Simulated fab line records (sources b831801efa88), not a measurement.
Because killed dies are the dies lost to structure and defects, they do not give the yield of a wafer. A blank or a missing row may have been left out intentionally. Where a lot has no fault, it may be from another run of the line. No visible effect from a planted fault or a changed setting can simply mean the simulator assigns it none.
What tool caused it? :: flow sky130 :: 7 lots, 21 wafers sampled, at 4 steps of a route of 708

## WHAT THE GAUGES READ, wafer by wafer
SKY_METAL1_CD_MEAS_15: target cd 140 nm.
lot: L519
measured: day 33 23:16
on: cdSem-02
cdNm (nm): 138.8 138.1 138.1

lot: L522
measured: day 34 03:18
on: cdSem-02
cdNm (nm): 137.4 136.9 138.9

lot: L525
measured: day 35 14:20
on: cdSem-01
cdNm (nm): 140.0 139.8 139.7

lot: L529
measured: day 36 15:41
on: cdSem-02
cdNm (nm): - - -

lot: L535
measured: day 38 07:43
on: cdSem-02
cdNm (nm): 140.6 139.2 138.9

lot: L538
measured: day 40 03:04
on: cdSem-01
cdNm (nm): 134.7 136.8 136.6

lot: L539
measured: day 40 20:13
on: cdSem-02
cdNm (nm): 139.0 138.2 136.9

## TOOL THAT RAN EACH LOT (tool first, then ch and the chambers of the sampled wafers, then the start)
lot: L519
SKY_CONTACT_ETCH_17: rieDiel-02 ch 2,3, day 32 18:49
SKY_METAL1_SPUTTER_02: pvdSputter-04, day 32 20:12
SKY_METAL1_EXPOSE_12: krfScanner-02 ch 0, day 33 10:34

lot: L522
SKY_CONTACT_ETCH_17: rieDiel-01 ch 0,2, day 32 23:12
SKY_METAL1_SPUTTER_02: pvdSputter-01, day 33 00:35
SKY_METAL1_EXPOSE_12: krfScanner-01 ch 0, day 33 14:27

lot: L525
SKY_CONTACT_ETCH_17: rieDiel-02 ch 0,1,3, day 34 09:46
SKY_METAL1_SPUTTER_02: pvdSputter-01, day 34 11:23
SKY_METAL1_EXPOSE_12: krfScanner-02 ch 0, day 35 01:11

lot: L529
SKY_CONTACT_ETCH_17: rieDiel-03 ch 0,2, day 35 12:43
SKY_METAL1_SPUTTER_02: pvdSputter-04, day 35 14:06
SKY_METAL1_EXPOSE_12: krfScanner-01, day 36 02:59

lot: L535
SKY_CONTACT_ETCH_17: rieDiel-02 ch 0,1, day 37 04:22
SKY_METAL1_SPUTTER_02: pvdSputter-01, day 37 05:50
SKY_METAL1_EXPOSE_12: krfScanner-02 ch 0, day 37 19:15

lot: L538
SKY_CONTACT_ETCH_17: rieDiel-01 ch 1,3, day 39 00:55
SKY_METAL1_SPUTTER_02: pvdSputter-02, day 39 02:17
SKY_METAL1_EXPOSE_12: krfScanner-02 ch 0, day 39 15:16

lot: L539
SKY_CONTACT_ETCH_17: rieDiel-03 ch 0,1,2, day 39 18:13
SKY_METAL1_SPUTTER_02: pvdSputter-04, day 39 19:40
SKY_METAL1_EXPOSE_12: krfScanner-01 ch 0, day 40 08:28
- SKY_CONTACT_ETCH_17: etches SiO2 in C4F8/O2/Ar, stops on Si3N4, target depth 340 nm.
- SKY_METAL1_SPUTTER_02: material AlCu, target thk 250 nm, time 13.3 s.
- SKY_METAL1_EXPOSE_12: exposes mask MM1, target cd 140 nm.

## THE ANSWER, worked out from the rows above alone
Rule: the usual values come from the lots themselves. The widest of any qualifying gaps counts: lots, ordered by their means at a reading, are off when they make up no more than a third of the lots, leave a main group of 4 or more, and stand apart from it by 3 or more times the standard deviation of that group's means. A main group is skipped when, at the precision printed for the reading in the tables above, its means are all equal. A lot without any number at a reading at which 4 lots or more have one is off too. Where the step has rows for the other lots, those lots are counted as sound.
Off: L529 (SKY_METAL1_CD_MEAS_15, cdNm). Without a number there: L529. Main group: mean 138.3 nm, sd 1.3.
A tool fits if, at a process step before that reading, it ran every lot that is off, and no sound lot after the first of them. Gauges at SKY_METAL1_CD_MEAS_15: tried the same way as those tools. Not one of the candidates tried fits.

## WHAT THE SIMULATOR HAD PUT IN
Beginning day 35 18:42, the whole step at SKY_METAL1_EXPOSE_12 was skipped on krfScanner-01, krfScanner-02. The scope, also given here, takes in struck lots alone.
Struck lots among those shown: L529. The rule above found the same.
